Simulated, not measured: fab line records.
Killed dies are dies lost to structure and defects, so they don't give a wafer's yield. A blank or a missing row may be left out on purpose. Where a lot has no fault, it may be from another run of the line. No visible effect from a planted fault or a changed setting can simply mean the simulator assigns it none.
Matching of chambers    flow sky130    4 sister chambers for SKY_VIA1_CMP_02 on cmp-01
The step polishes SiO2. 8 wafers are shown with their chamber, then 10 later ones without.

WAFERS WITH THEIR CHAMBER
wafer   chamber  motor_current_A (A)
L736.2  2        9.1
L742.3  2        10.2
L744.4  1        11.0
L747.2  1        10.5
L747.3  0        10.9
L747.6  3        12.8
L753.1  0        11.1
L753.2  3        12.1

WAFERS WITH NO CHAMBER GIVEN
wafer   motor_current_A (A)
L753.6  11.6
L754.1  9.4
L754.3  12.1
L754.5  10.0
L756.2  11.4
L756.3  9.7
L756.6  10.4
L757.2  9.8
L757.4  10.6
L757.5  11.2

WHICH CHAMBER EACH WENT THROUGH
wafer   from the rows above           in truth
L753.6  can't be placed: 0 or 1 or 3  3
L754.1  2                             2
L754.3  can't be placed: 3 or 0       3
L754.5  can't be placed: 2 or 1 or 0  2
L756.2  can't be placed: 0 or 1 or 3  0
L756.3  2                             2
L756.6  can't be placed: 1 or 0 or 2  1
L757.2  can't be placed: 2 or 1       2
L757.4  can't be placed: 1 or 0 or 2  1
L757.5  can't be placed: 0 or 1       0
Placed correctly: 2 of 10. These rows do not allow placing 8 (true chamber among the candidates in 8). Number placed wrongly: 0.
How it was worked out, from the rows above alone: a wafer's distance from a chamber is the root of the sum, over the readings, of the square of ((its reading less the chamber's mean) divided by the reading's scatter). The wafer belongs to the nearest chamber; if the next one is less than 2 further off, it can't be placed. Each chamber's mean is taken over the wafers shown for it. The scatter is the square root of a quotient: the sum, over the shown wafers, of each reading's squared deviation from its chamber's mean, divided by wafers minus chambers.
